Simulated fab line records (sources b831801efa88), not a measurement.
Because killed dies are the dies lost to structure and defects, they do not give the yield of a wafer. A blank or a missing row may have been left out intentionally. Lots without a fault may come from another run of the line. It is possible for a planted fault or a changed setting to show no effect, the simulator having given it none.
A lot that was struck, set against a sound lot -- flow gf180mcu -- 19 out of 602 route steps
Sound: wafers L808.2, L808.3, L808.4. Wafers struck: L820.1, L820.2, L820.6. The cause comes at the end.
For every step that has rows: the tool of each side, followed by ch and its chambers, followed by its first start. Under that, the readings that differ: sound wafers -- struck wafers -- difference of the means -- sigmas: that difference in standard deviations of wafers without a fault.
alike: a reading whose means differ by less than 2 such deviations, as well as words and numbers matching on both sides. not compared: withheld readings; readings where some wafer has no value; bounds like >300 that might hide an equal value; numbers whose values overlap and for which the record gives no deviation.
The two part at a step that has a row with sigmas, a row that says differs or no value, or rows on one side only. Numbers that have no deviation but don't overlap get no sigmas and don't part them. A reading that every wafer of one side lacks parts them only if that side has two wafers or more.

first, 1 step without rows for these wafers: GF_V3_CMP_26 (polishes, stops on SiO2, t overpolish 15 s, target thk 0 nm).
GF_M4_SPUTTER_00: material Ti, target thk 37.5 nm, time 150 s.
  sound on pvd-sputter-03, day 24 12:21; struck on pvd-sputter-03, day 28 12:26
  alike: throttle-valve-pct
GF_M4_SPUTTER_01: material TiN, target thk 30 nm, time 25 s.
  sound on pvd-sputter-03, day 24 12:27; struck on pvd-sputter-03, day 28 12:32
  alike: throttle-valve-pct
then, 1 step without rows for these wafers: GF_M4_SPUTTER_02 (material AlCu, target thk 450 nm, time 23.9 s).
GF_M4_SPUTTER_03: material Ti, target thk 10 nm, time 6.7 s.
  sound on pvd-sputter-03, day 24 12:31; struck on pvd-sputter-03, day 28 12:36
  alike: throttle-valve-pct
GF_M4_SPUTTER_04: material TiN, target thk 50 nm, time 41.7 s.
  sound on pvd-sputter-03, day 24 12:32; struck on pvd-sputter-03, day 28 12:37
  alike: throttle-valve-pct
GF_M4_RS_MEAS_05: uses a four-point probe to measure.
  sound on film-metro-01, day 24 12:35; struck on film-metro-01, day 28 12:40
  alike: M4_ALCU_RS
GF_M4_THK_MEAS_06: measures by xrf.
  sound on film-metro-01, day 24 12:42; struck on film-metro-01, day 28 12:47
  alike: M4_ALCU_THK
then, 4 steps without rows for these wafers: GF_M4_DEHYDRATE_07 (time 60 s); GF_M4_HMDS_08 (prime time 60 s); GF_M4_COAT_09 (resist thk 1000 nm); GF_M4_SOFTBAKE_10 (time 60 s).
GF_M4_EXPOSE_11: exposes mask Metal4, target cd 280 nm.
  sound on krf-scanner-02 ch 0, day 24 23:47; struck on krf-scanner-01 ch 0, day 28 23:31
reading,sound,struck,difference,sigmas
model.M4.overlay-x-nm (nm),-2.476 -2.476 -2.476,47.07 47.07 47.07,+49.55,
  alike: mask, focus-offset-nm
then, 2 steps without rows for these wafers: GF_M4_PEB_12 (peb time 90 s); GF_M4_DEVELOP_13 (develop time 60 s).
GF_M4_CD_MEAS_14 targets a cd of 280 nm.
  sound on cd-sem-01, day 25 10:20; struck on cd-sem-02, day 29 08:46
reading,sound,struck,difference,sigmas
cd-nm (nm),278.3 279.3 278.5,281.5 281.9 281.2,+2.8,+3
GF_M4_OVL_MEAS_15:
  sound on overlay-01, day 25 10:26; struck on overlay-01, day 29 09:05
reading,sound,struck,difference,sigmas
M4_OVL (nm),-9 -2 -9,46 51 49,+55,+11
  not compared: hold
GF_M4_METAL_ETCH_16: etches the open film in Cl2/BCl3, stops on SiO2, target depth 750.8 nm, time 125.1 s.
  sound on rie-metal-02 ch 0,1, day 25 10:28; struck on rie-metal-02 ch 0,1, day 29 13:46
reading,sound,struck,difference,sigmas
hold,- - -,await-dispo/4.6h/release await-dispo/4.6h/release await-dispo/4.6h/release,no value on the sound wafers,
  alike: drypump-motor-current-A, he-backside-leak-sccm, oes-product-au, throttle-valve-pct
  not compared: rf-hours-counter-h
next, for these wafers, 1 step has no rows: GF_PASSIVATION_PROBE_99.

## WHERE THEY PART
At GF_M4_CD_MEAS_14 first; at GF_M4_METAL_ETCH_16 last (within this record only).

WHY: whatever the simulator had introduced
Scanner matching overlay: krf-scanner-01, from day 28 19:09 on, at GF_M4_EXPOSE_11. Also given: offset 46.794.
